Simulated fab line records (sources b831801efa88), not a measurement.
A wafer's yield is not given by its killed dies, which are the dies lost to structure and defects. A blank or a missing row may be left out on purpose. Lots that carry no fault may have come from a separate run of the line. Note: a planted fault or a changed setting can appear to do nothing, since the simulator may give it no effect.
What tool caused it? || flow gf180mcu || 42 wafers from 14 lots sampled at 2 of the route's 602 steps

== WHAT THE GAUGES SHOWED, per wafer ==
GF_POLY_GATE_CD_MEAS_10 targets a cd of 280 nm.
{"lot": "L309", "measured": "day 9 04:50", "on": "cd-sem-02", "cd-nm (nm)": "277.7 278.7 277.8"}
{"lot": "L311", "measured": "day 9 19:50", "on": "cd-sem-01", "cd-nm (nm)": "280.5 281.2 281.2"}
{"lot": "L310", "measured": "day 9 22:50", "on": "cd-sem-02", "cd-nm (nm)": "281.9 281.7 282.0"}
{"lot": "L313", "measured": "day 10 12:54", "on": "cd-sem-02", "cd-nm (nm)": "280.5 281.4 279.4"}
{"lot": "L316", "measured": "day 11 09:38", "on": "cd-sem-02", "cd-nm (nm)": "279.8 280.0 278.7"}
{"lot": "L317", "measured": "day 11 14:58", "on": "cd-sem-02", "cd-nm (nm)": "294.4 293.8 294.0"}
{"lot": "L319", "measured": "day 12 08:50", "on": "cd-sem-02", "cd-nm (nm)": "295.6 295.3 296.2"}
{"lot": "L326", "measured": "day 14 07:15", "on": "cd-sem-02", "cd-nm (nm)": "279.9 281.4 281.8"}
{"lot": "L327", "measured": "day 14 14:49", "on": "cd-sem-02", "cd-nm (nm)": "282.2 281.3 280.4"}
{"lot": "L328", "measured": "day 14 19:32", "on": "cd-sem-01", "cd-nm (nm)": "280.3 279.3 280.3"}
{"lot": "L329", "measured": "day 15 07:43", "on": "cd-sem-02", "cd-nm (nm)": "280.0 280.4 279.6"}
{"lot": "L330", "measured": "day 15 12:06", "on": "cd-sem-02", "cd-nm (nm)": "281.6 281.0 280.2"}
{"lot": "L331", "measured": "day 15 17:59", "on": "cd-sem-01", "cd-nm (nm)": "277.6 278.4 277.6"}
{"lot": "L332", "measured": "day 16 05:38", "on": "cd-sem-01", "cd-nm (nm)": "281.3 281.7 281.1"}

== EACH LOT AND THE TOOL THAT RAN IT (in order: tool; ch and the chambers of the sampled wafers; start) ==
{"lot": "L309", "GF_POLY_GATE_SOFTBAKE_06": "litho-track-04 ch 0, day 8 20:00"}
{"lot": "L311", "GF_POLY_GATE_SOFTBAKE_06": "litho-track-03 ch 0, day 9 11:00"}
{"lot": "L310", "GF_POLY_GATE_SOFTBAKE_06": "litho-track-04 ch 0, day 9 13:00"}
{"lot": "L313", "GF_POLY_GATE_SOFTBAKE_06": "litho-track-04 ch 0, day 10 03:00"}
{"lot": "L316", "GF_POLY_GATE_SOFTBAKE_06": "litho-track-04 ch 0, day 11 00:00"}
{"lot": "L317", "GF_POLY_GATE_SOFTBAKE_06": "litho-track-04 ch 0, day 11 05:00"}
{"lot": "L319", "GF_POLY_GATE_SOFTBAKE_06": "litho-track-04 ch 0, day 11 23:00"}
{"lot": "L326", "GF_POLY_GATE_SOFTBAKE_06": "litho-track-03 ch 0, day 13 21:00"}
{"lot": "L327", "GF_POLY_GATE_SOFTBAKE_06": "litho-track-02 ch 0, day 14 04:00"}
{"lot": "L328", "GF_POLY_GATE_SOFTBAKE_06": "litho-track-02 ch 0, day 14 08:00"}
{"lot": "L329", "GF_POLY_GATE_SOFTBAKE_06": "litho-track-04 ch 0, day 14 21:00"}
{"lot": "L330", "GF_POLY_GATE_SOFTBAKE_06": "litho-track-02 ch 0, day 15 01:00"}
{"lot": "L331", "GF_POLY_GATE_SOFTBAKE_06": "litho-track-02 ch 0, day 15 07:00"}
{"lot": "L332", "GF_POLY_GATE_SOFTBAKE_06": "litho-track-04 ch 0, day 15 18:00"}
- GF_POLY_GATE_SOFTBAKE_06: time 60 s.

== WHAT THE TOOLS THEMSELVES READ (means of the sampled wafers that have a number; where no wafer has one, the mark that the record gives instead) ==
GF_POLY_GATE_SOFTBAKE_06.
{"lot": "L309", "tool": "litho-track-04", "heater-power-total-W (W)": 92.97, "plate-temp-C (C)": 130.14, "resist-line-temp-C (C)": 22.98}
{"lot": "L311", "tool": "litho-track-03", "heater-power-total-W (W)": 93.10, "plate-temp-C (C)": 129.94, "resist-line-temp-C (C)": 22.99}
{"lot": "L310", "tool": "litho-track-04", "heater-power-total-W (W)": 93.05, "plate-temp-C (C)": 130.03, "resist-line-temp-C (C)": 23.04}
{"lot": "L313", "tool": "litho-track-04", "heater-power-total-W (W)": 93.06, "plate-temp-C (C)": 130.10, "resist-line-temp-C (C)": 22.95}
{"lot": "L316", "tool": "litho-track-04", "heater-power-total-W (W)": 93.10, "plate-temp-C (C)": 130.03, "resist-line-temp-C (C)": 23.09}
{"lot": "L317", "tool": "litho-track-04", "heater-power-total-W (W)": 86.64, "plate-temp-C (C)": 123.15, "resist-line-temp-C (C)": 23.06}
{"lot": "L319", "tool": "litho-track-04", "heater-power-total-W (W)": 86.60, "plate-temp-C (C)": 123.21, "resist-line-temp-C (C)": 22.95}
{"lot": "L326", "tool": "litho-track-03", "heater-power-total-W (W)": 92.98, "plate-temp-C (C)": 129.95, "resist-line-temp-C (C)": 23.05}
{"lot": "L327", "tool": "litho-track-02", "heater-power-total-W (W)": 93.05, "plate-temp-C (C)": 130.11, "resist-line-temp-C (C)": 22.97}
{"lot": "L328", "tool": "litho-track-02", "heater-power-total-W (W)": 92.99, "plate-temp-C (C)": 129.97, "resist-line-temp-C (C)": 23.01}
{"lot": "L329", "tool": "litho-track-04", "heater-power-total-W (W)": 93.04, "plate-temp-C (C)": 130.04, "resist-line-temp-C (C)": 22.93}
{"lot": "L330", "tool": "litho-track-02", "heater-power-total-W (W)": 93.04, "plate-temp-C (C)": 129.95, "resist-line-temp-C (C)": 23.13}
{"lot": "L331", "tool": "litho-track-02", "heater-power-total-W (W)": 93.08, "plate-temp-C (C)": 129.87, "resist-line-temp-C (C)": 22.94}
{"lot": "L332", "tool": "litho-track-04", "heater-power-total-W (W)": 93.03, "plate-temp-C (C)": 129.99, "resist-line-temp-C (C)": 22.96}

== THE ANSWER, worked out from the rows above alone ==
Rule: the usual values come from the lots themselves. Put in order of their means at a reading, lots are off if they are a third of the lots or fewer, leave a main group of 4 or more, and stand apart from it by a gap of 3 or more times the standard deviation of the main group's means; of several such gaps the widest counts. If all means in a main group match to the digits the tables above print for the reading, that group is not used. A lot without any number at a reading at which 4 lots or more have one is off too. Where the step has rows for the other lots, those lots are counted as sound. Order of review: gauges by route order, followed by the tools' own readings, for which a lot's mean as printed above is used. The first step at which some lot is off is used, and at that step the reading that is off furthest; a lot without a number counts as furthest.
Off: L317, L319, at GF_POLY_GATE_CD_MEAS_10 (cd-nm). Mean 280.3 nm and standard deviation 1.2 in the main group.
A tool fits if, at a process step before that reading, it ran every lot that is off, and no sound lot after the first of them. Not tried: the gauges at GF_POLY_GATE_CD_MEAS_10; whatever is off there is also off at GF_POLY_GATE_SOFTBAKE_06, on other tools, and gauge error can't account for it. Not one of the candidates tried fits.

== WHAT THE SIMULATOR PUT IN ==
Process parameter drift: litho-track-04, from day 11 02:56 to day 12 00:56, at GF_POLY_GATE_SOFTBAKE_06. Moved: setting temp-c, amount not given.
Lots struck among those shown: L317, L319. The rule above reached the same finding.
